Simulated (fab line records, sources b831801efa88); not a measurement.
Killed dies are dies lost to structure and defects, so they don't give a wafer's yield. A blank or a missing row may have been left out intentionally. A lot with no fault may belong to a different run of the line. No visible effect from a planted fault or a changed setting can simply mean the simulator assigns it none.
Which of the tools did it?	flow gf180mcu	route of 602 steps, sampled at 1 step: 12 lots, 36 wafers

== WHAT THE GAUGES READ, wafer by wafer ==
GF_VT_IMPLANT_OVL_MEAS_07.
lot	measured	on	VT_IMPLANT_OVL (nm)
L075	day 5 22:26	overlay-01	2.8 3.1 4.0
L077	day 6 11:53	overlay-01	2.7 2.1 0.9
L079	day 6 22:08	overlay-02	-0.7 1.7 1.2
L081	day 7 09:23	overlay-02	-1.5 -1.3 -0.8
L083	day 7 23:53	overlay-02	2.5 0.4 3.5
L085	day 8 10:53	overlay-02	-0.8 0.7 2.7
L087	day 8 23:47	overlay-01	1.5 0.7 3.4
L089	day 9 10:52	overlay-02	-1.8 -1.4 -3.1
L091	day 9 22:17	overlay-02	0.0 2.0 -2.7
L093	day 10 11:20	overlay-02	1.6 1.3 0.0
L095	day 11 01:17	overlay-02	1.5 1.0 1.6
L097	day 11 12:50	overlay-02	1.7 1.3 1.8

== WHAT TOOL EACH LOT RAN ON (gives the tool, then ch and the chambers of the sampled wafers, and finally the start) ==
There is no process step in the record ahead of these readings.

== THE ANSWER, worked out from the rows above alone ==
Rule: what is usual is taken from the lots themselves. The widest of any qualifying gaps counts: lots, ordered by their means at a reading, are off when they make up no more than a third of the lots, leave a main group of 4 or more, and stand apart from it by 3 or more times the standard deviation of that group's means. A main group whose means are all the same, to the digits that the tables above print for the reading, isn't used. A lot without any number at a reading at which 4 lots or more have one is off too. Any other lot the step has rows for is counted as sound.
None of the lots is off at any reading shown; this tells nothing.

== WHAT THE SIMULATOR PUT IN ==
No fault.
